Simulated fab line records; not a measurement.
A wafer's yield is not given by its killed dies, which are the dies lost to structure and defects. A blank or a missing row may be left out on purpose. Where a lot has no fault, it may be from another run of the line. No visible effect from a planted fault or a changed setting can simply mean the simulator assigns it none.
fab line records	flow sky130
record: lots: 6	wafers: 18	lastDay: 51
route steps=708 shown LOCAL_INTERCONNECT@388 PAD_OPEN@708
lots that met no fault: from a run of the same line without faults
startH: start of the lot's first displayed wafer, in hours after the record's first day	waitH: hours from the lot's prior step to this one	" unchanged from the row above	L1.1+2: a row that stands for several wafers	- value missing, or start not given	* or withheld: withheld	< > ~ a bound
route shown NAME@n: a module of which the file shows steps, and the number in the route of the first	usual: the fault-free wafers' mean and standard deviation	same: alike in all rows	chamber/n: place in a boat	sites: per-site readings	_std_site: the values' standard deviation	_edge_site: outer sites' mean less inner sites'	radiusMm: how far each site lies from the wafer's centre	mask NAME#n: copy n	behind: tool/chamber where the wafer was last shaped	hold: why the lot went on hold/how many hours it stayed there/how the hold came to an end	device: the transistor (n, p or np) that didn't switch	end of line: the same wafers' tests at the end of the route	where a step has no rows: the recipe by itself	killed: the dies lost at the first sort to structure and to defects; this is not the yield of the wafer	map: a wafer's dies, x killed, . not, _ none there
set.NAME: the setting the step ran with; set.NAME@STEP: the setting that earlier step ran with	model.NAME: the simulator's own value behind a step, which no gauge read
certain route steps with their lots: each step a table, each wafer a row
services: when a tool's chamber went out of use (startH, in hours from the record's first day, below 0 if earlier), for how many hours, and the reason
== steps ==
step: SKY_LOCAL_INTERCONNECT_RS_MEAS_01
recipe: thkMeasGauge: four-point-probe	reads: TiN_of_LOCAL_INTERCONNECT_SPUTTER_00
usual: LOCAL_INTERCONNECT_TIN_RS: 14.08/0.17
lot.wafer	tool	chamber	startH	waitH	LOCAL_INTERCONNECT_TIN_RS[ohm/sq]
L138.1	filmMetro-01	-	706.40	0.0	13.75
L138.3	"	-	"	"	13.99
L138.6	"	-	"	"	13.78
L139.1	filmMetro-03	-	711.10	0.0	14.31
L139.2	"	-	"	"	13.90
L139.4	"	-	"	"	14.19
L146.1	filmMetro-01	-	769.40	0.0	13.61
L146.3	"	-	"	"	13.96
L146.5	"	-	"	"	13.81
L148.2	filmMetro-03	-	780.57	0.1	13.98
L148.5	"	-	"	"	13.84
L148.6	"	-	"	"	14.15
L157.2	filmMetro-03	-	850.93	0.1	14.30
L157.5	"	-	"	"	14.20
L157.6	"	-	"	"	14.23
L159.2	filmMetro-03	-	868.60	0.1	14.11
L159.3	"	-	"	"	14.17
L159.6	"	-	"	"	13.88
step: SKY_LOCAL_INTERCONNECT_THK_MEAS_02
recipe: thkMeasGauge: xrf	reads: TiN_of_LOCAL_INTERCONNECT_SPUTTER_00
usual: LOCAL_INTERCONNECT_TIN_THK: 100.9/1.3
lot.wafer	tool	chamber	startH	waitH	LOCAL_INTERCONNECT_TIN_THK[nm]
L138.1	filmMetro-01	-	706.52	0.1	104.4
L138.3	"	-	"	"	102.4
L138.6	"	-	"	"	103.9
L139.1	filmMetro-03	-	711.22	0.1	98.8
L139.2	"	-	"	"	101.1
L139.4	"	-	"	"	100.1
L146.1	filmMetro-01	-	769.52	0.1	104.2
L146.3	"	-	"	"	101.8
L146.5	"	-	"	"	102.7
L148.2	filmMetro-03	-	780.68	0.1	101.3
L148.5	"	-	"	"	101.5
L148.6	"	-	"	"	99.7
L157.2	filmMetro-03	-	851.04	0.1	99.1
L157.5	"	-	"	"	100.0
L157.6	"	-	"	"	99.7
L159.2	filmMetro-03	-	868.71	0.1	100.4
L159.3	"	-	"	"	100.4
L159.6	"	-	"	"	102.6
step: SKY_LOCAL_INTERCONNECT_DEHYDRATE_03
recipe: tempC: 200	timeS: 60
step: SKY_LOCAL_INTERCONNECT_HMDS_04
recipe: primeTimeS: 60	primeTempC: 120
step: SKY_LOCAL_INTERCONNECT_COAT_05
recipe: resist: BARC	tempC: withheld	timeS: withheld	spinRpm: 3000	resistThkNm: 60
step: SKY_LOCAL_INTERCONNECT_COAT_06
recipe: resist: KrF-thick	spinRpm: 3000	resistThkNm: 450
step: SKY_LOCAL_INTERCONNECT_SOFTBAKE_07
recipe: tempC: 100	timeS: 90	resist: KrF-thick
step: SKY_LOCAL_INTERCONNECT_EXPOSE_08
recipe: maskId: LI1M	na: 0.8	sourceShape: annular	sigmaInner: 0.55	sigmaOuter: 0.85	targetCdNm: 170	doseMj: 28
step: SKY_LOCAL_INTERCONNECT_PEB_09
recipe: pebTempC: withheld	pebTimeS: withheld	resist: KrF-thick
step: SKY_LOCAL_INTERCONNECT_DEVELOP_10
recipe: developTimeS: 60	resist: KrF-thick	devTempC: 21
step: SKY_LOCAL_INTERCONNECT_CD_MEAS_11
recipe: targetCdNm: 170
usual: cdNm: 170.2/1.6
lot.wafer	tool	chamber	startH	waitH	cdNm
L138.1	cdSem-01	-	734.66	-	168.7
L138.3	"	-	"	"	168.1
L138.6	"	-	"	"	168.4
L139.1	cdSem-01	-	739.80	-	171.3
L139.2	"	-	"	"	172.0
L139.4	"	-	"	"	171.4
L146.1	cdSem-01	-	797.07	-	170.4
L146.3	"	-	"	"	168.4
L146.5	"	-	"	"	168.6
L148.2	cdSem-02	-	807.91	-	170.5
L148.5	"	-	"	"	168.8
L148.6	"	-	"	"	169.6
L157.2	cdSem-02	-	876.24	-	169.2
L157.5	"	-	"	"	169.6
L157.6	"	-	"	"	169.5
L159.2	cdSem-02	-	894.66	-	169.8
L159.3	"	-	"	"	168.8
L159.6	"	-	"	"	169.6
step: SKY_LOCAL_INTERCONNECT_OVL_MEAS_12
usual: LOCAL_INTERCONNECT_OVL: 0/6.3
lot.wafer	tool	chamber	startH	waitH	LOCAL_INTERCONNECT_OVL[nm]
L138.1	overlay-01	-	734.78	0.1	0
L138.3	"	-	"	"	-4
L138.6	"	-	"	"	-5
L139.1	overlay-02	-	739.92	0.1	-1
L139.2	"	-	"	"	-2
L139.4	"	-	"	"	1
L146.1	overlay-01	-	797.19	0.1	20
L146.3	"	-	"	"	14
L146.5	"	-	"	"	16
L148.2	overlay-01	-	808.02	0.1	-6
L148.5	"	-	"	"	-12
L148.6	"	-	"	"	-8
L157.2	overlay-01	-	876.34	0.1	2
L157.5	"	-	"	"	6
L157.6	"	-	"	"	7
L159.2	overlay-02	-	894.77	0.1	8
L159.3	"	-	"	"	0
L159.6	"	-	"	"	6
step: SKY_LOCAL_INTERCONNECT_ETCH_13
recipe: chemistry: N2/H2	target: BARC	ionEnergyEv: 200	biasW: 100	pressureMtorr: 30	n2FlowSccm: 100	h2FlowSccm: 200	icpW: 500	stopOn: SiO2	timeS: 45.9	targetDepthA: 600
usual: chamberPressureMTorr: 30.000/0.027	drypumpMotorCurrentA: 5.6/0.41	oesProductAu: 0.855/0.0044	runLengthS: 74.3/0.34	throttleValvePct: 13.225/0.0099
lot.wafer	tool	chamber	startH	waitH	chamberPressureMTorr	drypumpMotorCurrentA	oesProductAu	rfHoursCounterH	runLengthS	throttleValvePct
L138.1	rieMetal-03	1	734.82	0.0	29.979	5.1	0.861	14	74.7	13.237
L138.3	"	0	"	"	29.960	5.9	0.844	-	74.2	13.227
L138.6	"	1	"	"	29.968	5.1	0.848	-	74.7	13.236
L139.1	rieMetal-02	1	739.96	0.0	30.013	5.4	0.852	3	74.3	13.230
L139.2	"	0	"	"	29.980	5.5	0.854	3	74.3	13.235
L139.4	"	1	"	"	30.021	5.4	0.850	-	74.4	13.217
L146.1	rieMetal-03	0	797.22	0.0	29.982	5.8	0.881	10	72.1	13.219
L146.3	"	0	"	"	30.032	5.9	0.889	-	72.3	13.213
L146.5	"	0	"	"	29.982	5.8	0.893	-	72.2	13.227
L148.2	rieMetal-03	0	808.07	0.0	30.016	5.9	0.891	-	72.0	13.244
L148.5	"	0	"	"	29.966	5.8	0.890	-	72.1	13.220
L148.6	"	0	"	"	30.030	5.9	0.888	-	72.7	13.245
L157.2	rieMetal-04	1	876.37	0.0	29.997	5.5	0.848	9	74.3	13.232
L157.5	"	0	"	"	30.018	6.4	0.857	-	74.2	13.227
L157.6	"	1	"	"	30.011	5.5	0.856	-	74.5	13.221
L159.2	rieMetal-04	0	894.80	0.0	29.983	6.4	0.853	13	74.0	13.222
L159.3	"	0	"	"	30.042	6.4	0.859	-	74.0	13.221
L159.6	"	1	"	"	30.022	5.5	0.862	-	74.8	13.233
step: SKY_LOCAL_INTERCONNECT_METAL_ETCH_14
recipe: targetDepthNm: 110	stopOn: PSG	chemistry: Cl2/BCl3	target: TiN	resistSidewallDeg: 88	pressureMtorr: 10	icpW: 900	biasW: 48.5	Cl2_flow_sccm: 60	bcl3FlowSccm: 30	timeS: 31.4
usual: chamberPressureMTorr: 10.000/0.0092	drypumpMotorCurrentA: 5.6/0.41	oesProductAu: 0.944/0.0077	runLengthS: 59.8/0.31	throttleValvePct: 21.899/0.0094
lot.wafer	tool	chamber	startH	waitH	chamberPressureMTorr	drypumpMotorCurrentA	oesProductAu	rfHoursCounterH	runLengthS	throttleValvePct
L138.1	rieMetal-03	1	734.88	0.0	10.004	5.0	0.954	14	59.7	21.881
L138.3	"	0	"	"	10.011	5.9	0.944	-	60.2	21.895
L138.6	"	1	"	"	10.013	5.1	0.956	-	59.8	21.878
L139.1	rieMetal-02	1	740.02	0.0	9.987	5.4	0.936	3	59.8	21.902
L139.2	"	0	"	"	10.018	5.5	0.952	3	59.2	21.896
L139.4	"	1	"	"	10.001	5.3	0.939	-	59.9	21.911
L146.1	rieMetal-03	0	797.35	0.1	9.995	5.9	0.956	10	59.6	21.882
L146.3	"	0	"	"	9.994	5.8	0.948	-	59.8	21.891
L146.5	"	0	"	"	9.992	5.8	0.955	-	59.4	21.890
L148.2	rieMetal-03	0	808.19	0.1	9.995	5.9	0.949	-	59.4	21.899
L148.5	"	0	"	"	10.001	5.9	0.951	-	59.8	21.892
L148.6	"	0	"	"	10.002	5.9	0.939	-	59.3	21.893
L157.2	rieMetal-04	1	876.44	0.0	10.004	5.5	0.929	9	59.9	21.903
L157.5	"	0	"	"	10.003	6.4	0.940	-	59.4	21.898
L157.6	"	1	"	"	10.008	5.5	0.934	-	59.9	21.908
L159.2	rieMetal-04	0	894.86	0.0	9.994	6.4	0.944	13	59.3	21.906
L159.3	"	0	"	"	9.997	6.4	0.949	-	59.7	21.905
L159.6	"	1	"	"	10.005	5.5	0.956	-	60.2	21.891
step: SKY_PAD_OPEN_PROBE_99
usual: killed_at_M0_to_M3: 43/6.8	killed_at_M4_up: 3.3/1.9	killedAtContacts: 24/5.3	killedAtFrontEnd: 14/4.3	killedAtOther: 0.3/0.62	killedDies: 85/9.8	killedOpen: 46/8	killedShort: 39/5.9
same: grossDies: 492	killedAtBackSide: 0
lot.wafer	tool	chamber	startH	waitH	killed_at_M0_to_M3	killed_at_M4_up	killedAtContacts	killedAtFrontEnd	killedAtOther	killedDies	killedOpen	killedShort
L139.1	prober-02	-	1112.87	0.1	26	2	30	15	0	73	43	30
L139.2	prober-02	-	1112.92	0.1	31	4	21	12	0	68	30	38
L139.4	prober-02	-	1113.02	0.2	52	2	24	14	0	92	58	34
L159.2	prober-02	-	1220.07	0.1	41	3	22	11	0	77	43	34
L159.3	prober-02	-	1220.12	0.2	47	4	27	18	0	96	47	49
L159.6	prober-02	-	1220.27	0.2	57	2	19	14	0	92	53	39
killed by level:class
L139.1 CONTACT:geometricParticle:open=16 VIA1:geometricParticle:open=9 LOCAL_INTERCONNECT:geometricParticle:short=8 FIELD_ISO:geometricParticle:open=4 POLY_GATE:geometricParticle:short=3 SPACER:geometricParticle:open=3 LI_CONTACT:geometricParticle:open=3 METAL1:geometricParticle:short=3
L139.2 LI_CONTACT:geometricParticle:open=7 VIA1:geometricParticle:open=6 SPACER:geometricParticle:short=5 VIA1:geometricParticle:short=5 CONTACT:geometricParticle:open=5 METAL1:geometricParticle:short=5 METAL2:geometricParticle:short=4 CONTACT:geometricParticle:short=4
L139.4 VIA1:geometricParticle:open=13 CONTACT:geometricParticle:open=10 VIA1:geometricParticle:short=7 POLY_GATE:geometricParticle:open=6 VIA3:geometricParticle:open=6 LI_CONTACT:geometricParticle:open=6 VIA2:geometricParticle:open=6 VIA3:geometricParticle:short=5
L159.2 CONTACT:geometricParticle:open=10 VIA2:geometricParticle:open=10 POLY_GATE:geometricParticle:open=5 CONTACT:geometricParticle:short=5 VIA1:geometricParticle:open=5 LOCAL_INTERCONNECT:geometricParticle:short=4 METAL3:geometricParticle:short=4 METAL1:geometricParticle:short=4
L159.3 VIA2:geometricParticle:open=9 CONTACT:geometricParticle:open=7 FIELD_ISO:geometricParticle:short=6 LI_CONTACT:geometricParticle:open=6 LOCAL_INTERCONNECT:geometricParticle:short=6 METAL1:geometricParticle:short=6 FIELD_ISO:geometricParticle:open=5 VIA1:geometricParticle:open=5
L159.6 VIA1:geometricParticle:open=12 VIA2:geometricParticle:open=10 VIA1:geometricParticle:short=7 CONTACT:geometricParticle:open=6 FIELD_ISO:geometricParticle:short=5 LI_CONTACT:geometricParticle:open=5 METAL1:geometricParticle:short=5 VIA3:geometricParticle:open=5
== services ==
tool	chamber	startH	hours	kind
rieMetal-04	0	758.34	1.0	repair
rieMetal-03	1	759.08	3.3	repair
rieMetal-03	1	787.68	-	clean
rieMetal-03	1	787.68	28.5	scheduledDown
rieMetal-03	1	787.68	28.5	ventCycle
rieMetal-02	0	800.65	8.9	repair
rieMetal-04	0	828.93	4.5	repair
== key ==
firstSign: step: SKY_LOCAL_INTERCONNECT_ETCH_13	reading: oesProductAu	direction: up	sigmas: 7.7	usual: 0.855	struck: 0.889
effect: step: SKY_LOCAL_INTERCONNECT_ETCH_13	reading: runLengthS	direction: down	sigmas: 6.1	usual: *	struck: *
metAt SKY_LOCAL_INTERCONNECT_ETCH_13
struckWafers L146.1,L146.3,L146.5,L148.2,L148.5,L148.6
testerLeftOut L146,L148
onsetBetween 734.82 797.22
fault: kind: processParameterDrift	tool: rieMetal-03	chamber: 0	onsetH: 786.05	steps: SKY_LOCAL_INTERCONNECT_ETCH_13	channel: timeS	offset: *	shape: step	endH: 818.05	actsIn: *	stated: *
testerLeftOut: of these lots the tester's yield and bins aren't shown, on N5 and GAA mostly nor the transistor test; their killed dies are dies lost to structure and defects alone, not to doping, threshold or leakage, so they don't give the yield
